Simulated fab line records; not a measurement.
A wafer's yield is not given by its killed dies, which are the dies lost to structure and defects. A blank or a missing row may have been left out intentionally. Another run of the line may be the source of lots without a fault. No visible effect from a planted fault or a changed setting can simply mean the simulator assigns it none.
What tool caused it? :: flow gf180mcu :: 6 lots with 17 wafers sampled at 3 steps, on a route of 602 steps

== WHAT EACH GAUGE READ, for each wafer ==
GF_SALICIDE_THK_MEAS_05: measures by xrf.
lot: L619
measured: day 16 18:12
on: film_metro-01
SALICIDE_TIN_THK (nm): 20.39 20.45 20.88

lot: L622
measured: day 18 00:12
on: film_metro-03
SALICIDE_TIN_THK (nm): 20.20 20.37 20.28

lot: L626
measured: day 19 08:16
on: film_metro-03
SALICIDE_TIN_THK (nm): 20.18 20.34 20.35

lot: L629
measured: day 20 09:30
on: film_metro-01
SALICIDE_TIN_THK (nm): 31.83 20.72

lot: L634
measured: day 22 03:36
on: film_metro-02
SALICIDE_TIN_THK (nm): 20.75 20.85 20.77

lot: L637
measured: day 23 04:23
on: film_metro-03
SALICIDE_TIN_THK (nm): 20.71 20.96 20.65

== TOOL THAT RAN EACH LOT (tool first, then ch and the chambers of the sampled wafers, then the start) ==
lot: L619
GF_SAB_ETCH_11: rie_diel-03 ch 0,1, day 16 17:32
GF_SALICIDE_SPUTTER_03: pvd_sputter-03, day 16 18:02

lot: L622
GF_SAB_ETCH_11: rie_diel-03 ch 0,2,3, day 17 23:41
GF_SALICIDE_SPUTTER_03: pvd_sputter-01, day 18 00:03

lot: L626
GF_SAB_ETCH_11: rie_diel-01 ch 0,2,3, day 19 07:34
GF_SALICIDE_SPUTTER_03: pvd_sputter-02, day 19 08:07

lot: L629
GF_SAB_ETCH_11: rie_diel-02 ch 0,3, day 20 08:58
GF_SALICIDE_SPUTTER_03: pvd_sputter-01, day 20 09:22

lot: L634
GF_SAB_ETCH_11: rie_diel-01 ch 1,2,3, day 22 03:04
GF_SALICIDE_SPUTTER_03: pvd_sputter-02, day 22 03:28

lot: L637
GF_SAB_ETCH_11: rie_diel-01 ch 0,3, day 23 03:52
GF_SALICIDE_SPUTTER_03: pvd_sputter-01, day 23 04:13
- GF_SAB_ETCH_11: etches SiO2 in C4F8/O2/Ar, target depth 55 nm, time 8.5 s.
- GF_SALICIDE_SPUTTER_03: material TiN, target thk 20 nm, time 16.7 s.

== THE ANSWER, worked out from the rows above alone ==
Rule: the usual values come from the lots themselves. The widest of any qualifying gaps counts: lots, ordered by their means at a reading, are off when they make up no more than a third of the lots, leave a main group of 4 or more, and stand apart from it by 3 or more times the standard deviation of that group's means. A main group is skipped when, at the precision printed for the reading in the tables above, its means are all equal. A lot without any number at a reading at which 4 lots or more have one is off too. The other lots that the step has rows for count as sound.
Off: L629, at GF_SALICIDE_THK_MEAS_05 (SALICIDE_TIN_THK). Mean 20.54 nm and standard deviation 0.22 in the main group.
If a tool, at a process step before that reading, ran all the lots that are off and no sound lot after the first of them, it fits. Those tools and the gauges at GF_SALICIDE_THK_MEAS_05 are tried in the same way. 2 tools fit, rie_diel-02 at GF_SAB_ETCH_11 and film_metro-01 at GF_SALICIDE_THK_MEAS_05, so this cannot tell which one it is.

== WHAT THE SIMULATOR PUT IN ==
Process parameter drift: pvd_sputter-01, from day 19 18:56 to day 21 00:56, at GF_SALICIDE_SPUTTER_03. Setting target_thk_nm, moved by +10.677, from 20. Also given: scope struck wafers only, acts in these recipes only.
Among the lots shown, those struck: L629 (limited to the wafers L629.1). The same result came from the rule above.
